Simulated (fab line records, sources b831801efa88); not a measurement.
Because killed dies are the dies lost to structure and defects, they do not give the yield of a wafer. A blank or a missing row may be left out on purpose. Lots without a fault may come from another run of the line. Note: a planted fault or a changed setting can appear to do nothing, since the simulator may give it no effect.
Which tool did it?	flow sky130	12 lots, 36 wafers sampled, at 5 steps of a route of 708

WHAT EACH GAUGE READ, for each wafer
SKY_VT_ADJUST_LVTN_OVL_MEAS_18.
lot	measured	on	VT_ADJUST_LVTN_01_OVL (nm)
L839	day 7 17:18	overlay-02	0.9 1.1 0.6
L841	day 8 08:58	overlay-02	0.8 1.8 0.0
L840	day 8 09:16	overlay-01	-0.4 -0.3 -1.3
L843	day 8 22:49	overlay-02	1.5 -0.2 3.2
L847	day 10 00:15	overlay-01	1.2 0.9 0.6
L850	day 10 19:22	overlay-02	1.0 1.5 -1.3
L856	day 12 14:15	overlay-01	2.3 2.1 3.7
L857	day 12 19:39	overlay-02	2.9 1.9 1.9
L859	day 13 11:15	overlay-02	1.6 1.8 3.5
L860	day 13 20:59	overlay-02	-2.1 -1.1 -2.4
L861	day 14 02:02	overlay-01	0.0 0.3 0.0
L862	day 14 05:17	overlay-02	-0.8 1.7 1.3

SKY_LDD_HVP_TW_MEAS_10.
lot	measured	on	LDD_HVP_TW
L839	day 21 17:23	film-metro-01	449 449 449
L841	day 22 23:17	film-metro-02	464 461 465
L840	day 22 23:50	film-metro-01	449 452 453
L843	day 23 07:22	film-metro-02	462 462 459
L847	day 25 01:20	film-metro-02	473 475 477
L850	day 26 05:35	film-metro-02	481 479 479
L856	day 27 21:41	film-metro-01	450 452 452
L857	day 28 08:05	film-metro-01	449 449 452
L859	day 28 18:19	film-metro-01	451 451 449
L860	day 31 00:26	film-metro-01	449 449 447
L861	day 30 20:10	film-metro-04	451 450 451
L862	day 30 21:22	film-metro-02	459 459 458

SKY_SD_P_CD_MEAS_07: target cd 380 nm.
lot	measured	on	cd-nm (nm)
L839	day 25 15:46	cd-sem-01	381.0 378.9 380.0
L841	day 26 19:22	cd-sem-02	378.7 379.8 382.3
L840	day 26 21:13	cd-sem-02	378.0 381.1 378.9
L843	day 27 02:41	cd-sem-01	383.6 382.2 380.8
L847	day 28 20:48	cd-sem-01	381.3 379.7 381.6
L850	day 29 22:52	cd-sem-02	384.7 383.7 383.5
L856	day 31 12:05	cd-sem-02	378.8 379.0 375.6
L857	day 31 22:34	cd-sem-02	379.0 378.5 381.3
L859	day 32 08:15	cd-sem-02	381.1 381.1 378.2
L860	day 34 12:04	cd-sem-02	377.4 375.1 374.2
L861	day 34 08:56	cd-sem-01	374.0 376.5 379.7
L862	day 34 10:07	cd-sem-02	374.7 377.1 376.7

WHAT TOOL EACH LOT RAN ON (gives the tool, then ch and the chambers of the sampled wafers, and finally the start)
lot	SKY_LDD_HVP_IMPLANT_08	SKY_SPACER_ETCHBACK_02
L839	implanter-03 ch 0, day 21 17:10	rie-diel-03 ch 0,2,3, day 23 03:19
L841	implanter-02 ch 0, day 22 23:03	rie-diel-04 ch 0,2, day 24 08:08
L840	implanter-02 ch 0, day 22 23:35	rie-diel-04 ch 0,1, day 24 09:20
L843	implanter-03 ch 0, day 23 07:08	rie-diel-04 ch 0,1,2, day 24 15:11
L847	implanter-02 ch 0, day 25 01:08	rie-diel-04 ch 0,2,3, day 26 10:20
L850	implanter-02 ch 0, day 26 05:21	rie-diel-01 ch 1,2, day 27 13:32
L856	implanter-03 ch 0, day 27 21:28	rie-diel-01 ch 0,2,3, day 29 04:40
L857	implanter-04 ch 0, day 28 07:50	rie-diel-03 ch 1,2, day 29 14:52
L859	implanter-03 ch 0, day 28 18:06	rie-diel-04 ch 0,2, day 30 00:30
L860	implanter-03 ch 0, day 31 00:12	rie-diel-01 ch 0,2,3, day 32 06:37
L861	implanter-03 ch 0, day 30 19:55	rie-diel-01 ch 0,2,3, day 32 02:49
L862	implanter-03 ch 0, day 30 21:07	rie-diel-01 ch 2,3, day 32 05:22
- SKY_LDD_HVP_IMPLANT_08
- SKY_SPACER_ETCHBACK_02: etches Si3N4 in CH3F/O2, stops on SiO2, time 46.7 s, target depth 45 nm.

AS READ BY THE TOOLS THEMSELVES (means over the sampled wafers that have a number; for cases with no such wafer, the mark the record gives instead)
SKY_LDD_HVP_IMPLANT_08.
lot	tool	dose-ions-cm2	faraday-current-uA
L839	implanter-03	1.6995e+13	98.3
L841	implanter-02	1.6993e+13	96.3
L840	implanter-02	1.6996e+13	98.4
L843	implanter-03	1.7000e+13	95.9
L847	implanter-02	1.9221e+13	109.6
L850	implanter-02	1.9184e+13	108.0
L856	implanter-03	1.7008e+13	96.0
L857	implanter-04	1.7012e+13	93.7
L859	implanter-03	1.7017e+13	96.2
L860	implanter-03	1.7001e+13	95.7
L861	implanter-03	1.6989e+13	95.4
L862	implanter-03	1.7002e+13	95.5

SKY_SPACER_ETCHBACK_02.
lot	tool	ch3f-flow-sccm (sccm)	drypump-motor-current-A (A)	oes-product-au (a.u.)	throttle-valve-pct (%)
L839	rie-diel-03	39.96	6.1	0.853	10.567
L841	rie-diel-04	39.98	6.2	0.848	10.568
L840	rie-diel-04	39.91	5.8	0.856	10.568
L843	rie-diel-04	40.11	6.0	0.851	10.568
L847	rie-diel-04	39.96	6.0	0.855	10.553
L850	rie-diel-01	40.05	5.7	0.860	10.561
L856	rie-diel-01	39.99	5.4	0.856	10.562
L857	rie-diel-03	39.89	6.1	0.855	10.561
L859	rie-diel-04	39.99	5.9	0.863	10.557
L860	rie-diel-01	40.05	5.4	0.856	10.572
L861	rie-diel-01	39.90	5.4	0.853	10.575
L862	rie-diel-01	39.85	5.2	0.855	10.574

THE ANSWER, worked out from the rows above alone
Rule: usual is defined by the lots themselves. The widest of any qualifying gaps counts: lots, ordered by their means at a reading, are off when they make up no more than a third of the lots, leave a main group of 4 or more, and stand apart from it by 3 or more times the standard deviation of that group's means. If all means in a main group match to the digits the tables above print for the reading, that group is not used. Also off: a lot with no number at a reading for which 4 or more lots have one. Any other lot the step has rows for is counted as sound. Order of review: gauges by route order, followed by the tools' own readings, for which a lot's mean as printed above is used. The first step at which some lot is off is used, and at that step the reading that is off furthest; a lot without a number counts as furthest.
Off: L847, L850 (SKY_LDD_HVP_IMPLANT_08, dose-ions-cm2). Mean 1.7001e+13 and standard deviation 8.3e+09 in the main group.
A tool fits if, at that step or a process step before it, it ran every lot that is off, and no sound lot after the first of them. One fits: SKY_LDD_HVP_IMPLANT_08 on implanter-02. Its last sound lot is L840 (day 22 23:35), its first lot that is off L847 (day 25 01:08): a fault that began between those two fits.
The tool's own readings at SKY_LDD_HVP_IMPLANT_08 bear it out: on the lots that are off they differ by more than 5 times the standard deviation of the sound lots' means. dose-ions-cm2 reads 1.9202e+13 there against 1.7001e+13 on the sound lots; faraday-current-uA reads 108.8 there against 96.1 on the sound lots.

WHAT THE SIMULATOR PUT IN
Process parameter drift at SKY_LDD_HVP_IMPLANT_08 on implanter-02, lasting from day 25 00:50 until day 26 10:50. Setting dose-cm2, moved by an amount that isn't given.
Lots struck among those shown: L847, L850. The rule above found the same.
